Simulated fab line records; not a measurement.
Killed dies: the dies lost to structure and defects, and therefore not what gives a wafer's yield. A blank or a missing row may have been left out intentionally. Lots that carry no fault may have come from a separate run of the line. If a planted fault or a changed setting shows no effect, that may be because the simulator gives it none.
Which of the tools did it? / flow gf180mcu / 21 wafers from 7 lots sampled at 3 of the route's 602 steps

WHAT THE GAUGES READ, wafer by wafer
GF_HV_LDD_CD_MEAS_07 targets a cd of 400 nm.
lot=L750; measured=day 11 02:09; on=cd-sem-02; cd-nm (nm)=401.3 399.1 402.1
lot=L751; measured=day 11 21:48; on=cd-sem-01; cd-nm (nm)=399.5 400.8 399.2
lot=L756; measured=day 13 10:35; on=cd-sem-02; cd-nm (nm)=401.2 405.3 403.0
lot=L759; measured=day 14 06:47; on=cd-sem-01; cd-nm (nm)=400.1 402.2 400.4
lot=L762; measured=day 14 20:33; on=cd-sem-02; cd-nm (nm)=397.8 400.3 257.3
lot=L764; measured=day 15 05:50; on=cd-sem-01; cd-nm (nm)=400.6 398.8 400.3
lot=L770; measured=day 17 07:11; on=cd-sem-02; cd-nm (nm)=401.5 401.8 400.7

WHAT TOOL EACH LOT RAN ON (gives the tool, then ch and the chambers of the sampled wafers, and finally the start)
lot=L750; GF_POLY_GATE_ETCH_13=rie-si-02 ch 0,2,3, day 10 03:57; GF_HV_LDD_DEVELOP_06=litho-track-01 ch 0, day 11 02:00
lot=L751; GF_POLY_GATE_ETCH_13=rie-si-02 ch 1,2, day 11 00:28; GF_HV_LDD_DEVELOP_06=litho-track-01 ch 0, day 11 21:39
lot=L756; GF_POLY_GATE_ETCH_13=rie-si-01 ch 1,2,3, day 12 10:40; GF_HV_LDD_DEVELOP_06=litho-track-03 ch 0, day 13 10:26
lot=L759; GF_POLY_GATE_ETCH_13=rie-si-01 ch 1,2, day 13 08:48; GF_HV_LDD_DEVELOP_06=litho-track-01 ch 0, day 14 06:39
lot=L762; GF_POLY_GATE_ETCH_13=rie-si-02 ch 1,2,3, day 13 22:03; GF_HV_LDD_DEVELOP_06=litho-track-01 ch 0, day 14 20:24
lot=L764; GF_POLY_GATE_ETCH_13=rie-si-01 ch 0,3, day 14 06:19; GF_HV_LDD_DEVELOP_06=litho-track-02 ch 0, day 15 05:41
lot=L770; GF_POLY_GATE_ETCH_13=rie-si-01 ch 0,1, day 16 06:49; GF_HV_LDD_DEVELOP_06=litho-track-03 ch 0, day 17 07:02
- GF_POLY_GATE_ETCH_13: etches poly-Si in HBr/Cl2, stops on SiO2, target depth 198.5 nm, time 69.6 s.
- GF_HV_LDD_DEVELOP_06: develop time 60 s.

THE ANSWER, worked out from the rows above alone
Rule: the lots themselves supply what counts as usual. Put in order of their means at a reading, lots are off if they are a third of the lots or fewer, leave a main group of 4 or more, and stand apart from it by a gap of 3 or more times the standard deviation of the main group's means; of several such gaps the widest counts. A main group is skipped when, at the precision printed for the reading in the tables above, its means are all equal. Also off: a lot with no number at a reading for which 4 or more lots have one. All remaining lots with rows at the step are treated as sound.
Off at GF_HV_LDD_CD_MEAS_07 (cd-nm): L762. The main group: mean 401.0 nm, standard deviation 1.1.
A tool fits if, at a process step before that reading, it ran every lot that is off, and no sound lot after the first of them. Gauges at GF_HV_LDD_CD_MEAS_07: tried the same way as those tools. 2 tools fit, rie-si-02 at GF_POLY_GATE_ETCH_13 and litho-track-01 at GF_HV_LDD_DEVELOP_06, so this cannot tell which one it is.

WHAT WAS PUT IN BY THE SIMULATOR
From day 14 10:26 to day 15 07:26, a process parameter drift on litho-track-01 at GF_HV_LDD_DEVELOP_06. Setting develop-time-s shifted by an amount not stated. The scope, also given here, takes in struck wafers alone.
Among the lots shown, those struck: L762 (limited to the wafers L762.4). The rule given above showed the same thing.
